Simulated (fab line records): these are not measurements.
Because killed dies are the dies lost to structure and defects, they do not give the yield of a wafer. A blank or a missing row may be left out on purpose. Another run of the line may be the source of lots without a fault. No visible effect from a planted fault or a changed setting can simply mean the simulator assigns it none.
2 desks, one fault | flow sky130 | each desk holds nothing but its own numbers, with what lay behind them at the end

## THE METROLOGY DESK
What the gauges read, lot by lot, whatever tool the lot ran on: means of the sampled wafers that have a number. Marked OUT: a lot whose mean sits more than 4 standard deviations from the usual mean, which makes it out of limits; the brackets give that distance.
Columns: A = METAL5_ALCU_THK at SKY_METAL5_THK_MEAS_06, usual 1166 nm
lot  | first seen here | A
L302 | day 42 16:11    | 1173
L304 | day 43 05:11    | 1171
L305 | day 43 10:29    | 1176
L306 | day 44 11:55    | 1163
L307 | day 45 08:53    | 1148
L310 | day 45 12:35    | 1157
L316 | day 46 15:44    | 1158
L317 | day 46 20:23    | 1152
L318 | day 47 08:28    | 1162
L320 | day 48 02:10    | 1150
L321 | day 48 02:56    | 1172
L322 | day 48 05:18    | 1174
Result from this desk: across the 12 lots, nothing is out of limits.

## THE TOOL OWNER'S DESK: rie_diel-03
The tool's own readings at SKY_FIELD_ISO_ETCH_14 (etches BARC in N2/H2, stops on SiO2, time 45.9 s, target depth 60 nm): means of the sampled wafers that have a number, for each lot that ran on this tool. Marked OUT: a lot whose mean sits more than 4 standard deviations from the usual mean, which makes it out of limits; the brackets give that distance.
Columns: A = drypump_motor_current_A at SKY_FIELD_ISO_ETCH_14, usual 5.86 A; B = oes_product_au at SKY_FIELD_ISO_ETCH_14, usual 0.855 a.u.; C = throttle_valve_pct at SKY_FIELD_ISO_ETCH_14, usual 13.225 %
lot  | first seen here | A    | B     | C
L302 | day 2 08:28     | 5.85 | 0.851 | 13.236
L306 | day 3 01:55     | 5.86 | 0.854 | 13.214
L310 | day 4 06:00     | 6.03 | 0.855 | 13.223
L316 | day 5 07:00     | 6.03 | 0.852 | 13.221
Result from this desk: across the 4 lots, nothing is out of limits.

## BROUGHT TOGETHER
The metrology desk saw nothing out of limits.
The desk of the tool owner found nothing out of limits.

## WHAT WAS PUT IN BY THE SIMULATOR
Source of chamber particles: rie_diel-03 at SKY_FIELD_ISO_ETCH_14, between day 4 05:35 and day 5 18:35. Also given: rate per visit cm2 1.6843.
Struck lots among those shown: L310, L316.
